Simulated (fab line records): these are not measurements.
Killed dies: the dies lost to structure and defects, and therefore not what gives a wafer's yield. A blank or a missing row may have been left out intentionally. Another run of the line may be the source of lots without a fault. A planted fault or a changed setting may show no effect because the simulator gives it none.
The tool behind it: which one? / flow sky130 / 29 wafers from 10 lots sampled at 3 of the route's 708 steps

WHAT THE GAUGES SHOWED, per wafer
SKY_CONTACT_RS_MEAS_25: uses a four-point probe to measure.
lot=L906; measured=day 31 13:13; on=film metro-04; CONTACT_W_RS (ohm/sq)=0.343 0.342 0.339
lot=L907; measured=day 31 21:32; on=film metro-04; CONTACT_W_RS (ohm/sq)=0.342 0.343 0.344
lot=L911; measured=day 33 03:08; on=film metro-01; CONTACT_W_RS (ohm/sq)=0.335 0.338 0.339
lot=L909; measured=day 33 04:56; on=film metro-01; CONTACT_W_RS (ohm/sq)=0.338 0.343 0.343
lot=L913; measured=day 34 02:59; on=film metro-02; CONTACT_W_RS (ohm/sq)=0.336 0.338 0.340
lot=L915; measured=day 34 09:10; on=film metro-01; CONTACT_W_RS (ohm/sq)=0.341 0.238 0.341 0.237
lot=L916; measured=day 34 20:11; on=film metro-04; CONTACT_W_RS (ohm/sq)=0.343 0.339 0.237 0.342 0.339 0.237
lot=L925; measured=day 37 17:53; on=film metro-02; CONTACT_W_RS (ohm/sq)=0.335 0.335 0.341
lot=L926; measured=day 37 19:52; on=film metro-02; CONTACT_W_RS (ohm/sq)=0.337 0.335 0.334
lot=L928; measured=day 38 05:40; on=film metro-04; CONTACT_W_RS (ohm/sq)=0.343 0.341 0.345

WHICH TOOL RAN EACH LOT (tool, then ch and the chambers of the sampled wafers, then the start)
lot=L906; SKY_CONTACT_ETCH_16=rie diel-01 ch 1,2,3, day 31 12:14; SKY_CONTACT_CVD_24=cvd w-02 ch 0,1, day 31 13:06
lot=L907; SKY_CONTACT_ETCH_16=rie diel-03 ch 0,2,3, day 31 20:37; SKY_CONTACT_CVD_24=cvd w-02 ch 0,1, day 31 21:24
lot=L911; SKY_CONTACT_ETCH_16=rie diel-01 ch 0,1,3, day 33 01:53; SKY_CONTACT_CVD_24=cvd w-02 ch 0,1, day 33 03:01
lot=L909; SKY_CONTACT_ETCH_16=rie diel-04 ch 0,1,3, day 33 03:59; SKY_CONTACT_CVD_24=cvd w-02 ch 0, day 33 04:50
lot=L913; SKY_CONTACT_ETCH_16=rie diel-03 ch 0,1,3, day 34 02:05; SKY_CONTACT_CVD_24=cvd w-02 ch 0,1, day 34 02:53
lot=L915; SKY_CONTACT_ETCH_16=rie diel-01 ch 0,2, day 34 08:13; SKY_CONTACT_CVD_24=cvd w-02 ch 0,1, day 34 09:03
lot=L916; SKY_CONTACT_ETCH_16=rie diel-04 ch 0,1,2, day 34 19:17; SKY_CONTACT_CVD_24=cvd w-02 ch 0,1, day 34 20:05
lot=L925; SKY_CONTACT_ETCH_16=rie diel-01 ch 1,2,3, day 37 16:58; SKY_CONTACT_CVD_24=cvd w-02 ch 0,1, day 37 17:45
lot=L926; SKY_CONTACT_ETCH_16=rie diel-03 ch 0,1,2, day 37 18:56; SKY_CONTACT_CVD_24=cvd w-02 ch 0,1, day 37 19:44
lot=L928; SKY_CONTACT_ETCH_16=rie diel-01 ch 0,3, day 38 04:44; SKY_CONTACT_CVD_24=cvd w-02 ch 0,1, day 38 05:34
- SKY_CONTACT_ETCH_16: etches BARC in N2/H2, stops on SiO2, time 45.9 s, target depth 60 nm.
- SKY_CONTACT_CVD_24: deposits W, target thk 340 nm, time 102.12 s.

THE ANSWER, worked out from the rows above alone
Rule: usual is defined by the lots themselves. Put in order of their means at a reading, lots are off if they are a third of the lots or fewer, leave a main group of 4 or more, and stand apart from it by a gap of 3 or more times the standard deviation of the main group's means; of several such gaps the widest counts. If all means in a main group match to the digits the tables above print for the reading, that group is not used. Also off: a lot with no number at a reading for which 4 or more lots have one. All remaining lots with rows at the step are treated as sound.
Off: L915, L916, seen at SKY_CONTACT_RS_MEAS_25 (CONTACT_W_RS). Mean 0.340 ohm/sq and standard deviation 0.0028 in the main group.
If a tool, at a process step before that reading, ran all the lots that are off and no sound lot after the first of them, it fits. Gauges at SKY_CONTACT_RS_MEAS_25: tried the same way as those tools. No candidate that was tried fits.

WHAT THE SIMULATOR PUT IN
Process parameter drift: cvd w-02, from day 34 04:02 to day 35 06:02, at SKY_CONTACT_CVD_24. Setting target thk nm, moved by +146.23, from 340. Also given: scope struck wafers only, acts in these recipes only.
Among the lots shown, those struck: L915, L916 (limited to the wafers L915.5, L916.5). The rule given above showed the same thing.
